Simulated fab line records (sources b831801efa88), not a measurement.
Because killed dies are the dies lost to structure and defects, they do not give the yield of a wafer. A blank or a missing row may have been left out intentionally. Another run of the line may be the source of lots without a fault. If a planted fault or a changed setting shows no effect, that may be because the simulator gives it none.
Split-lot study	flow gf180mcu	on a route of 602 steps: 5 lots, 23 wafers read

ABOUT THE SPLIT
At GF_HV_LDD_COAT_41 (resist thk 1000 nm), the setting spin rpm was moved away from the recipe's 3000 rpm on 10 of the 23 wafers read, by -2.6% to +4.8%. This setting was run at the recipe's value on the other wafers.

Reading taken at the split's own step.

THE READING
NOVOLAK_of_HV_LDD_COAT_41.thk nm (the simulator's own value, which no gauge read), in nm, at GF_HV_LDD_COAT_41 (resist thk 1000 nm). The file does not state a usual value for it. The 13 wafers here that ran the recipe average 998.0 nm, standard deviation 3.1 nm.

wafer	tool, chamber at the split	spin rpm as run, rpm	against the recipe	NOVOLAK_of_HV_LDD_COAT_41.thk nm, nm	against lot-mates on the recipe
L074.1	litho track-03, 0	2921	-2.6%	1009	+13.4
L074.2	litho track-03, 0	2921	-2.6%	1010	+14.4
L074.3	litho track-03, 0	2921	-2.6%	1006	+10.4
L074.5	litho track-03, 0	3000	recipe	995.5	-
L074.6	litho track-03, 0	3000	recipe	995.8	-
L076.1	litho track-01, 0	3000	recipe	999.1	-
L076.3	litho track-01, 0	3000	recipe	1000	-
L076.6	litho track-01, 0	3000	recipe	1000	-
L080.1	litho track-01, 0	3000	recipe	998.7	-
L080.2	litho track-01, 0	3000	recipe	998.6	-
L080.3	litho track-01, 0	3000	recipe	1002	-
L080.4	litho track-01, 0	2942	-1.9%	1009	+9.2
L080.5	litho track-01, 0	2942	-1.9%	1009	+9.2
L082.1	litho track-01, 0	3000	recipe	1002	-
L082.6	litho track-01, 0	3000	recipe	1002	-
L082.2	litho track-01, 0	3079	+2.6%	990.5	-11.5
L082.3	litho track-01, 0	3079	+2.6%	989.8	-12.2
L082.4	litho track-01, 0	3079	+2.6%	989	-13.0
L083.1	litho track-04, 0	3000	recipe	993.3	-
L083.3	litho track-04, 0	3145	+4.8%	970.4	-23.2
L083.4	litho track-04, 0	3145	+4.8%	971.5	-22.1
L083.5	litho track-04, 0	3000	recipe	994.1	-
L083.6	litho track-04, 0	3000	recipe	993.4	-

FIT RESULTS
A straight line over all 23 wafers: NOVOLAK_of_HV_LDD_COAT_41.thk nm changes by -4.71 nm for each +1% of spin rpm; r = -0.95; the points scatter about the line by 3.4 nm.
The same after taking each lot's own level away (the mean of its wafers on the recipe; 23 wafers): -4.72 nm for each +1%; r = -1.00; scatter 0.95 nm.
On that fit, the largest move of spin rpm shifts the reading by 23 nm.
The span of the lots' own levels, 993.60 to 1002.00 nm, comes to 2.7 times the standard deviation stated above.
So the lot-to-lot level changes the slope little: the two slopes agree.
Check: for one of the wafers moved furthest among these (+4.8%), held out of the fit, the line's prediction against its lot-mates is -22.5 nm. It came out at -23.2 nm against them.

FURTHER SPLITS ON THESE WAFERS
These wafers also went through other splits before the reading. Each is held against what the fit with the lots' levels taken away leaves over:
other split on the same wafers	wafers away from the commonest value	r with NOVOLAK_of_HV_LDD_COAT_41.thk nm (lot level and that fit taken away)
GF_STI_OXIDATION_21 ox time s	18	+0.01
GF_STI_OXIDATION_29 ox time s	15	-0.03
GF_NWELL_COAT_02 resist thk nm	8	+0.16
GF_NWELL_IMPLANT_09 energy kev	9	+0.15
GF_VT_IMPLANT_IMPLANT_08 dose cm2	4	+0.16
GF_DUAL_GATE_OXIDATION_02 temp c	15	+0.01
GF_DUAL_GATE_COAT_06 resist thk nm	8	+0.04
GF_HV_LDD_DEVELOP_06 develop time s	5	-0.17
GF_HV_LDD_IMPLANT_21 energy kev	7	-0.05
GF_HV_LDD_DEVELOP_30 develop time s	10	-0.10

THE WHOLE CHAIN: every reading that the file lists as answering this split, in the file's order
step	what it does	reading	change (the file's fit)	r (the file's)
GF_HV_LDD_COAT_41	resist thk 1000 nm	NOVOLAK_of_HV_LDD_COAT_41.thk nm (the simulator's own value, which no gauge read)	-4.72 nm for each +1% of the setting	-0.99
GF_HV_LDD_STRIP_49	strips in O2/N2	strip time to endpoint s	withheld for each +1% of the setting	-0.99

FILE'S OWN FIT
NOVOLAK_of_HV_LDD_COAT_41.thk nm changes by -4.72 nm for each +1% of spin rpm, r = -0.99.
